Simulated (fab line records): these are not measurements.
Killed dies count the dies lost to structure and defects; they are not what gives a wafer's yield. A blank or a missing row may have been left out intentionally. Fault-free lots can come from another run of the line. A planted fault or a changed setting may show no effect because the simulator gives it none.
The tool behind it: which one? / flow gf180mcu / 12 lots with 36 wafers sampled at 5 steps, on a route of 602 steps

WHAT THE GAUGES READ, wafer by wafer
GF_M3_THK_MEAS_06: measures by xrf.
lot=L075; measured=day 20 16:34; on=film metro-01; M3_ALCU_THK (nm)=468 467 462
lot=L077; measured=day 21 12:16; on=film metro-01; M3_ALCU_THK (nm)=453 465 451
lot=L079; measured=day 22 10:42; on=film metro-04; M3_ALCU_THK (nm)=447 448 446
lot=L081; measured=day 23 00:59; on=film metro-03; M3_ALCU_THK (nm)=451 457 457
lot=L083; measured=day 24 06:55; on=film metro-04; M3_ALCU_THK (nm)=459 472 463
lot=L085; measured=day 24 16:17; on=film metro-03; M3_ALCU_THK (nm)=461 455 458
lot=L087; measured=day 25 11:22; on=film metro-03; M3_ALCU_THK (nm)=462 458 464
lot=L089; measured=day 25 21:23; on=film metro-01; M3_ALCU_THK (nm)=465 456 470
lot=L091; measured=day 26 13:36; on=film metro-01; M3_ALCU_THK (nm)=457 457 455
lot=L093; measured=day 27 04:28; on=film metro-04; M3_ALCU_THK (nm)=465 461 459
lot=L095; measured=day 27 14:36; on=film metro-01; M3_ALCU_THK (nm)=452 455 454
lot=L097; measured=day 28 10:18; on=film metro-01; M3_ALCU_THK (nm)=459 458 450

EACH LOT AND THE TOOL THAT RAN IT (in order: tool; ch and the chambers of the sampled wafers; start)
lot=L075; GF_V1_SPUTTER_22=pvd sputter-02, day 18 11:53; GF_M2_SPUTTER_04=pvd sputter-04, day 18 12:41; GF_V2_ETCH_17=rie diel-04 ch 0,2,3, day 20 15:32 or earlier; GF_V2_SPUTTER_21=pvd sputter-03, day 20 15:32
lot=L077; GF_V1_SPUTTER_22=pvd sputter-03, day 19 07:43; GF_M2_SPUTTER_04=pvd sputter-04, day 19 08:32; GF_V2_ETCH_17=rie diel-02 ch 1,2,3, day 21 11:13 or earlier; GF_V2_SPUTTER_21=pvd sputter-02, day 21 11:13
lot=L079; GF_V1_SPUTTER_22=pvd sputter-02, day 20 06:47; GF_M2_SPUTTER_04=pvd sputter-04, day 20 07:36; GF_V2_ETCH_17=rie diel-02 ch 0,1, day 22 09:39 or earlier; GF_V2_SPUTTER_21=pvd sputter-02, day 22 09:39
lot=L081; GF_V1_SPUTTER_22=pvd sputter-02, day 20 21:56; GF_M2_SPUTTER_04=pvd sputter-03, day 20 22:46; GF_V2_ETCH_17=rie diel-02 ch 0,2,3, day 22 23:57 or earlier; GF_V2_SPUTTER_21=pvd sputter-02, day 22 23:57
lot=L083; GF_V1_SPUTTER_22=pvd sputter-03, day 22 04:59; GF_M2_SPUTTER_04=pvd sputter-01, day 22 05:48; GF_V2_ETCH_17=rie diel-02 ch 1,2, day 24 05:53 or earlier; GF_V2_SPUTTER_21=pvd sputter-01, day 24 05:53
lot=L085; GF_V1_SPUTTER_22=pvd sputter-02, day 22 14:19; GF_M2_SPUTTER_04=pvd sputter-03, day 22 15:08; GF_V2_ETCH_17=rie diel-03 ch 0,1,2, day 24 14:40 or earlier; GF_V2_SPUTTER_21=pvd sputter-01, day 24 14:40
lot=L087; GF_V1_SPUTTER_22=pvd sputter-02, day 23 10:46; GF_M2_SPUTTER_04=pvd sputter-04, day 23 11:34; GF_V2_ETCH_17=rie diel-03 ch 0,1,2, day 25 10:20 or earlier; GF_V2_SPUTTER_21=pvd sputter-02, day 25 10:20
lot=L089; GF_V1_SPUTTER_22=pvd sputter-04, day 23 22:23; GF_M2_SPUTTER_04=pvd sputter-03, day 23 23:13; GF_V2_ETCH_17=rie diel-04 ch 0,1,3, day 25 20:20 or earlier; GF_V2_SPUTTER_21=pvd sputter-02, day 25 20:20
lot=L091; GF_V1_SPUTTER_22=pvd sputter-04, day 24 14:32; GF_M2_SPUTTER_04=pvd sputter-04, day 24 16:01; GF_V2_ETCH_17=rie diel-02 ch 0,2,3, day 26 12:33 or earlier; GF_V2_SPUTTER_21=pvd sputter-02, day 26 12:33
lot=L093; GF_V1_SPUTTER_22=pvd sputter-03, day 25 07:29; GF_M2_SPUTTER_04=pvd sputter-01, day 25 08:25; GF_V2_ETCH_17=rie diel-03 ch 0,2,3, day 27 03:26 or earlier; GF_V2_SPUTTER_21=pvd sputter-02, day 27 03:26
lot=L095; GF_V1_SPUTTER_22=pvd sputter-02, day 25 16:53; GF_M2_SPUTTER_04=pvd sputter-03, day 25 17:41; GF_V2_ETCH_17=rie diel-02 ch 0,2, day 27 13:34 or earlier; GF_V2_SPUTTER_21=pvd sputter-03, day 27 13:34
lot=L097; GF_V1_SPUTTER_22=pvd sputter-04, day 26 13:19; GF_M2_SPUTTER_04=pvd sputter-04, day 26 14:07; GF_V2_ETCH_17=rie diel-04 ch 0,3, day 28 09:14 or earlier; GF_V2_SPUTTER_21=pvd sputter-02, day 28 09:14
- GF_V1_SPUTTER_22: material TiN, target thk 10 nm, time 40 s.
- GF_M2_SPUTTER_04: material TiN, target thk 50 nm, time 41.7 s.
- GF_V2_ETCH_17: etches SiO2 in C4F8/O2/Ar, stops on TiN, target depth 630 nm.
- GF_V2_SPUTTER_21: material Ti, target thk 15 nm, time 80.02 s.

THE ANSWER, worked out from the rows above alone
Rule: what is usual is taken from the lots themselves. The widest of any qualifying gaps counts: lots, ordered by their means at a reading, are off when they make up no more than a third of the lots, leave a main group of 4 or more, and stand apart from it by 3 or more times the standard deviation of that group's means. Not used: any main group whose means are identical at the precision the tables above print for the reading. A lot without any number at a reading at which 4 lots or more have one is off too. All remaining lots with rows at the step are treated as sound.
No lot is off at any reading shown: from this, nothing can be told.

WHAT THE SIMULATOR PUT IN
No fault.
